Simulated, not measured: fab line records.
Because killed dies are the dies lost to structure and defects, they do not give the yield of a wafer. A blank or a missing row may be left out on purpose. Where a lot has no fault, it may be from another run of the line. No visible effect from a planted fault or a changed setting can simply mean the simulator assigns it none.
Which tool was responsible?    flow gf180mcu    14 lots with 42 wafers sampled at 5 steps, on a route of 602 steps

WHAT THE GAUGES READ, wafer by wafer
GF_V2_THK_MEAS_25: measures by xrf.
lot   measured      on            V2_W_THK (nm)
L193  day 20 04:18  filmMetro-02  348 353 350
L194  day 20 15:57  filmMetro-02  356 357 360
L197  day 22 01:19  filmMetro-04  347 346 346
L200  day 22 22:37  filmMetro-03  352 344 343
L201  day 23 09:49  filmMetro-03  347 350 346
L202  day 23 15:31  filmMetro-04  344 349 348
L203  day 24 05:50  filmMetro-02  352 357 353
L205  day 24 17:16  filmMetro-02  352 349 351
L206  day 25 00:08  filmMetro-02  352 353 352
L210  day 26 08:10  filmMetro-02  349 346 346
L211  day 26 16:10  filmMetro-02  350 350 352
L214  day 27 09:36  filmMetro-04  347 347 345
L215  day 27 15:43  filmMetro-04  343 341 340
L216  day 27 23:31  filmMetro-02  355 353 355

GF_M3_THK_MEAS_06: measures by xrf.
lot   measured      on            M3_ALCU_THK (nm)
L193  day 20 05:00  filmMetro-01  445 449 445
L194  day 20 16:40  filmMetro-02  444 450 444
L197  day 22 02:02  filmMetro-01  446 450 453
L200  day 22 23:19  filmMetro-02  451 454 455
L201  day 23 10:31  filmMetro-01  439 445 445
L202  day 23 16:13  filmMetro-02  444 447 445
L203  day 24 06:32  filmMetro-02  452 453 453
L205  day 24 17:58  filmMetro-03  456 453 449
L206  day 25 00:50  filmMetro-02  457 450 459
L210  day 26 08:52  filmMetro-03  511 508 507
L211  day 26 16:52  filmMetro-03  504 504 501
L214  day 27 10:18  filmMetro-03  455 453 457
L215  day 27 16:25  filmMetro-02  442 446 444
L216  day 28 00:13  filmMetro-03  453 448 451

EACH LOT AND THE TOOL THAT RAN IT (in order: tool; ch and the chambers of the sampled wafers; start)
lot   GF_V2_SPUTTER_21             GF_M3_SPUTTER_00             GF_M3_SPUTTER_04
L193  pvdSputter-02, day 20 03:56  pvdSputter-01, day 20 04:38  pvdSputter-01, day 20 04:49
L194  pvdSputter-04, day 20 15:37  pvdSputter-01, day 20 16:18  pvdSputter-01, day 20 16:29
L197  pvdSputter-04, day 22 00:59  pvdSputter-03, day 22 01:40  pvdSputter-03, day 22 01:52
L200  pvdSputter-02, day 22 22:17  pvdSputter-02, day 22 22:59  pvdSputter-02, day 22 23:10
L201  pvdSputter-04, day 23 09:27  pvdSputter-03, day 23 10:09  pvdSputter-03, day 23 10:20
L202  pvdSputter-03, day 23 15:09  pvdSputter-01, day 23 15:51  pvdSputter-01, day 23 16:02
L203  pvdSputter-04, day 24 05:29  pvdSputter-02, day 24 06:11  pvdSputter-02, day 24 06:22
L205  pvdSputter-04, day 24 16:56  pvdSputter-01, day 24 17:38  pvdSputter-01, day 24 17:49
L206  pvdSputter-02, day 24 23:47  pvdSputter-01, day 25 00:28  pvdSputter-01, day 25 00:39
L210  pvdSputter-03, day 26 07:50  pvdSputter-01, day 26 08:31  pvdSputter-01, day 26 08:42
L211  pvdSputter-02, day 26 15:50  pvdSputter-03, day 26 16:31  pvdSputter-03, day 26 16:42
L214  pvdSputter-02, day 27 09:16  pvdSputter-03, day 27 09:57  pvdSputter-03, day 27 10:08
L215  pvdSputter-04, day 27 15:20  pvdSputter-02, day 27 16:04  pvdSputter-02, day 27 16:15
L216  pvdSputter-02, day 27 23:10  pvdSputter-02, day 27 23:51  pvdSputter-02, day 28 00:02
- GF_V2_SPUTTER_21: material Ti, target thk 15 nm, time 80.02 s.
- GF_M3_SPUTTER_00: material Ti, target thk 37.5 nm, time 150 s.
- GF_M3_SPUTTER_04: material TiN, target thk 50 nm, time 41.7 s.

AS READ BY THE TOOLS THEMSELVES (means over the sampled wafers that have a number; for cases with no such wafer, the mark the record gives instead)
GF_V2_SPUTTER_21.
lot   tool           cathodeDcPowerW (W)  chamberPressurePa (Pa)  substrateTempC (C)  throttleValvePct (%)
L193  pvdSputter-02  2499.7               5.003                   200.01              29.7
L194  pvdSputter-04  2500.3               5.002                   199.97              29.0
L197  pvdSputter-04  2500.4               4.996                   200.08              28.0
L200  pvdSputter-02  2500.3               4.991                   200.04              29.7
L201  pvdSputter-04  2499.9               4.998                   199.93              29.5
L202  pvdSputter-03  2499.8               5.006                   199.96              30.3
L203  pvdSputter-04  2500.0               4.994                   200.18              30.6
L205  pvdSputter-04  2500.1               4.992                   200.05              29.0
L206  pvdSputter-02  2499.9               4.998                   200.06              31.1
L210  pvdSputter-03  2499.8               5.019                   199.92              30.1
L211  pvdSputter-02  2499.3               4.996                   199.98              30.3
L214  pvdSputter-02  2500.0               5.000                   200.05              31.0
L215  pvdSputter-04  2500.2               5.000                   199.96              30.4
L216  pvdSputter-02  2500.1               4.997                   199.91              30.5

GF_M3_SPUTTER_00.
lot   tool           cathodeDcPowerW (W)  chamberPressurePa (Pa)  substrateTempC (C)  throttleValvePct (%)
L193  pvdSputter-01  4000.4               2.006                   199.92              30.4
L194  pvdSputter-01  4000.2               2.002                   200.13              30.0
L197  pvdSputter-03  3999.5               1.998                   200.10              30.1
L200  pvdSputter-02  4000.4               1.999                   200.13              29.4
L201  pvdSputter-03  3999.7               1.999                   199.95              30.6
L202  pvdSputter-01  4000.1               1.998                   199.93              31.0
L203  pvdSputter-02  3999.7               2.003                   200.13              30.8
L205  pvdSputter-01  4000.6               1.999                   200.03              30.0
L206  pvdSputter-01  3999.9               2.001                   199.88              30.0
L210  pvdSputter-01  4000.1               1.999                   199.98              29.4
L211  pvdSputter-03  4000.7               2.000                   199.95              30.4
L214  pvdSputter-03  4000.1               1.999                   199.91              30.5
L215  pvdSputter-02  3999.9               1.998                   200.01              30.8
L216  pvdSputter-02  3999.6               2.002                   200.12              30.4

GF_M3_SPUTTER_04.
lot   tool           cathodeDcPowerW (W)  chamberPressurePa (Pa)  throttleValvePct (%)
L193  pvdSputter-01  6499.2               0.3995                  30.3
L194  pvdSputter-01  6500.1               0.3998                  30.3
L197  pvdSputter-03  6500.0               0.4001                  30.0
L200  pvdSputter-02  6500.1               0.3998                  29.3
L201  pvdSputter-03  6499.3               0.4005                  30.4
L202  pvdSputter-01  6499.4               0.3992                  30.8
L203  pvdSputter-02  6500.5               0.3999                  30.8
L205  pvdSputter-01  6500.1               0.3998                  30.0
L206  pvdSputter-01  6499.7               0.3980                  30.0
L210  pvdSputter-01  -                    -                       -
L211  pvdSputter-03  -                    -                       -
L214  pvdSputter-03  6498.7               0.3995                  30.5
L215  pvdSputter-02  6499.5               0.3996                  30.8
L216  pvdSputter-02  6499.9               0.4004                  30.3

THE ANSWER, worked out from the rows above alone
Rule: the lots themselves supply what counts as usual. The widest of any qualifying gaps counts: lots, ordered by their means at a reading, are off when they make up no more than a third of the lots, leave a main group of 4 or more, and stand apart from it by 3 or more times the standard deviation of that group's means. If all means in a main group match to the digits the tables above print for the reading, that group is not used. Also off: a lot with no number at a reading for which 4 or more lots have one. Where the step has rows for the other lots, those lots are counted as sound. First the gauges in route order, then the tools' own readings, where a lot's mean is used as printed above. At the first step where some lot is off, the reading lying furthest off is the one used; lots without a number count as furthest.
Off: L210, L211, at GF_M3_THK_MEAS_06 (M3_ALCU_THK). The main group has a mean of 450 nm with a standard deviation of 4.2.
If a tool, at a process step before that reading, ran all the lots that are off and no sound lot after the first of them, it fits. The gauges at GF_M3_THK_MEAS_06 aren't tried: what is off there is off at GF_M3_SPUTTER_04 too, on other tools, and a gauge's error can't cause that. Of those tried, none fits.

WHAT THE SIMULATOR PUT IN
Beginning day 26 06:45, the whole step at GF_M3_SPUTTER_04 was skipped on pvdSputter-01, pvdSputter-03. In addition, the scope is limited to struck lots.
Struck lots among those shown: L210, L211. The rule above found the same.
